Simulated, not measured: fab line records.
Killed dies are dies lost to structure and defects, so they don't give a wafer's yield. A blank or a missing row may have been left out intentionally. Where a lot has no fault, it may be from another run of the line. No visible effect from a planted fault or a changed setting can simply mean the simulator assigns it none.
fab line records    flow gf180mcu
[record] lots = 7  wafers = 21  last-day = 34
route steps=602 shown STI@1
lots that met no fault: from a run of the same line without faults
start-h: hours from the record's opening day to when the first of the lot's shown wafers began    wait-h: how many hours have passed since the lot's step before this one    " unchanged from the row above    L1.1+2: a row that stands for several wafers    - no value, or no start given    * or withheld: withheld    < > ~ a bound
route shown NAME@n: a module of which the file shows steps, and the number in the route of the first    usual: average and standard deviation across the fault-free wafers    same: alike in all rows    chamber/n: place in a boat    sites: each site's reading    _std_site: the values' standard deviation    _edge_site: mean of outer sites minus mean of inner sites    radius-mm: how far each site lies from the wafer's centre    mask NAME#n: copy n    behind: the tool/chamber that last shaped the wafer    hold: the reason the lot was held/the length of the hold in hours/how it ended    device: transistor that didn't switch, given as n, p or np    end of line: the tests these same wafers got at the end of their route    where a step has no rows: the recipe by itself    killed: dies that structure and defects cost at the first sort, which is not the same as the wafer's yield    map: per-die view of a wafer (x killed, . not killed, _ where there is no die)
set.NAME: the setting as run; set.NAME@STEP: as run at that earlier step    model.NAME: the simulator's own value behind a step, which no gauge read
lots at some steps of the route; a table a step, a row a wafer
services: a tool's chamber out of use, with start hour (start-h, from the record's first day; less than 0 if before it), hours out, and reason
[[steps]]
[step GF_STI_BOW_MEAS_00]
[recipe] mode = bow
[usual] INCOMING_BOW = 0/6.7
lot.wafer  tool           chamber  start-h  wait-h  INCOMING_BOW[um]
L863.2     film-metro-03  -        30.02    -       4
L863.4     "              -        "        "       -13
L863.5     "              -        "        "       4
L866.2     film-metro-03  -        45.02    -       -14
L866.5     "              -        "        "       -2
L866.6     "              -        "        "       4
L869.1     film-metro-01  -        60.00    -       -5
L869.2     "              -        "        "       5
L869.4     "              -        "        "       4
L870.2     film-metro-03  -        65.02    -       -1
L870.4     "              -        "        "       3
L870.5     "              -        "        "       -4
L871.1     film-metro-03  -        70.00    -       11
L871.3     "              -        "        "       10
L871.6     "              -        "        "       14
L876.2     film-metro-04  -        95.02    -       5
L876.3     "              -        "        "       5
L876.5     "              -        "        "       10
L882.2     film-metro-03  -        125.02   -       10
L882.3     "              -        "        "       3
L882.4     "              -        "        "       -9
[step GF_STI_OXIDATION_01]
[recipe] temp-c = 900  ambient = O2  stabilise-s = 600  purge-s = 300  target-thk-a = 100  ox-time-s = 1418
[step GF_STI_THK_MEAS_02]
[recipe] reads = SiO2_of_STI_OXIDATION_01
[usual] STI_OXIDATION_THK = 10.07/0.23
lot.wafer  tool           chamber  start-h  wait-h  STI_OXIDATION_THK[nm]
L863.2     film-metro-01  -        32.11    0.0     9.90
L863.4     "              -        "        "       10.10
L863.5     "              -        "        "       9.96
L866.2     film-metro-03  -        47.18    0.0     9.72
L866.5     "              -        "        "       10.00
L866.6     "              -        "        "       9.82
L869.1     film-metro-01  -        62.00    0.0     9.98
L869.2     "              -        "        "       9.99
L869.4     "              -        "        "       9.97
L870.2     film-metro-03  -        66.52    0.0     10.32
L870.4     "              -        "        "       10.42
L870.5     "              -        "        "       10.49
L871.1     film-metro-01  -        71.52    0.0     9.90
L871.3     "              -        "        "       10.13
L871.6     "              -        "        "       10.01
L876.2     film-metro-01  -        96.52    0.0     10.28
L876.3     "              -        "        "       10.37
L876.5     "              -        "        "       10.54
L882.2     film-metro-01  -        126.52   0.0     10.08
L882.3     "              -        "        "       10.03
L882.4     "              -        "        "       10.24
[step GF_STI_CVD_03]
[recipe] material = Si3N4  precursor = DCS/NH3  target-thk-nm = 207.16  temp-c = 770  time-s = 3551  pressure-mtorr = 250
[step GF_STI_THK_MEAS_04]
[recipe] reads = Si3N4_of_STI_CVD_03
[usual] STI_CVD_03_THK = 207.0/2.4
lot.wafer  tool           chamber  start-h  wait-h  STI_CVD_03_THK[nm]
L863.2     film-metro-04  -        34.16    0.0     205.8
L863.4     "              -        "        "       205.7
L863.5     "              -        "        "       203.8
L866.2     film-metro-04  -        49.22    0.0     206.9
L866.5     "              -        "        "       208.6
L866.6     "              -        "        "       207.8
L869.1     film-metro-01  -        64.05    0.0     206.7
L869.2     "              -        "        "       207.6
L869.4     "              -        "        "       207.0
L870.2     film-metro-01  -        69.56    0.0     204.5
L870.4     "              -        "        "       204.9
L870.5     "              -        "        "       205.9
L871.1     film-metro-04  -        74.56    0.0     206.1
L871.3     "              -        "        "       206.0
L871.6     "              -        "        "       205.7
L876.2     film-metro-01  -        98.57    0.0     210.9
L876.3     "              -        "        "       211.3
L876.5     "              -        "        "       211.7
L882.2     film-metro-04  -        128.57   0.0     204.0
L882.3     "              -        "        "       202.2
L882.4     "              -        "        "       200.2
[step GF_STI_DEHYDRATE_05]
[recipe] temp-c = 200  time-s = 60
[step GF_STI_HMDS_06]
[recipe] prime-time-s = 60  prime-temp-c = 120
[step GF_STI_COAT_07]
[recipe] resist = KrF  spin-rpm = withheld  resist-thk-nm = 700
[step GF_STI_SOFTBAKE_08]
[recipe] temp-c = 130  time-s = 60  resist = KrF
[step GF_STI_EXPOSE_09]
[recipe] mask-id = COMP  target-cd-nm = 220  na = 0.68  source-shape = conventional  sigma-outer = 0.6  dose-mj = 28
[usual] exposure-dose-mJ-cm2 = 27.985/0.029  focus-offset-nm = -0.1/0.53  stage-vel-mm-s = 499.98/0.27
lot.wafer  tool            chamber  start-h  wait-h  mask    exposure-dose-mJ-cm2  focus-offset-nm  stage-vel-mm-s
L863.2     krf-scanner-01  0        40.05    -       COMP#0  27.960                0.3              500.19
L863.4     "               0        "        "       COMP#0  27.991                0.0              500.41
L863.5     "               0        "        "       COMP#0  28.025                -0.1             499.76
L866.2     krf-scanner-02  0        55.05    -       COMP#0  28.017                -0.2             499.55
L866.5     "               0        "        "       COMP#0  27.998                0.1              499.71
L866.6     "               0        "        "       COMP#0  28.003                -0.8             499.81
L869.1     krf-scanner-02  -        70.78    -       COMP#0  -                     -                -
L869.2     "               -        "        "       COMP#0  -                     -                -
L869.4     "               -        "        "       COMP#0  -                     -                -
L870.2     krf-scanner-02  -        76.32    -       COMP#0  -                     -                -
L870.4     "               -        "        "       COMP#0  -                     -                -
L870.5     "               -        "        "       COMP#0  -                     -                -
L871.1     krf-scanner-02  -        81.49    -       COMP#0  -                     -                -
L871.3     "               -        "        "       COMP#0  -                     -                -
L871.6     "               -        "        "       COMP#0  -                     -                -
L876.2     krf-scanner-02  0        105.81   -       COMP#0  28.042                0.9              499.92
L876.3     "               0        "        "       COMP#0  28.052                0.6              500.20
L876.5     "               0        "        "       COMP#0  28.035                -0.5             499.90
L882.2     krf-scanner-01  0        135.82   -       COMP#0  27.970                0.1              500.23
L882.3     "               0        "        "       COMP#0  27.942                -0.7             500.41
L882.4     "               0        "        "       COMP#0  27.946                -0.3             500.11
[step GF_STI_PEB_10]
[recipe] peb-temp-c = 135  peb-time-s = 90  resist = KrF
[[services]]
tool            chamber  start-h  hours  kind
krf-scanner-02  0        72.41    -      calibration
krf-scanner-01  -        81.49    1.0    pm
krf-scanner-02  -        87.38    1.0    pm
krf-scanner-01  -        102.80   4.8    repair
krf-scanner-01  -        111.04   0.8    pm
krf-scanner-01  0        125.27   -      calibration
krf-scanner-02  -        131.76   1.3    pm
[[key]]
[first-sign] step = GF_STI_EXPOSE_09  reading = tool-record  direction = missing
effect none on later readings
met-at GF_STI_EXPOSE_09
struck-wafers L869.1,L869.2,L869.4,L870.2,L870.4,L870.5,L871.1,L871.3,L871.6
later-rows-left-out L869.1,L869.2,L869.4,L870.2,L870.4,L870.5,L871.1,L871.3,L871.6
sort-left-out L869.1,L869.2,L869.4,L870.2,L870.4,L870.5,L871.1,L871.3,L871.6
tester-left-out L869,L870,L871
onset-between 55.05 70.78
[fault] kind = skipped-step-whole  tool = krf-scanner-02  chamber = -  onset-h = 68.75  steps = GF_STI_EXPOSE_09  scope = struck-lots-only
// tester-left-out: of these lots the tester's yield and bins aren't shown, on N5 and GAA mostly nor the transistor test; their killed dies are dies lost to structure and defects alone, not to doping, threshold or leakage, so they don't give the yield
// sort-left-out: the simulated sort isn't trusted on such a fault, so these wafers' sort isn't shown, and their yield isn't known
// later-rows-left-out: the simulator's readings of these wafers behind a module that went badly wrong aren't trusted and aren't shown, but for the sort
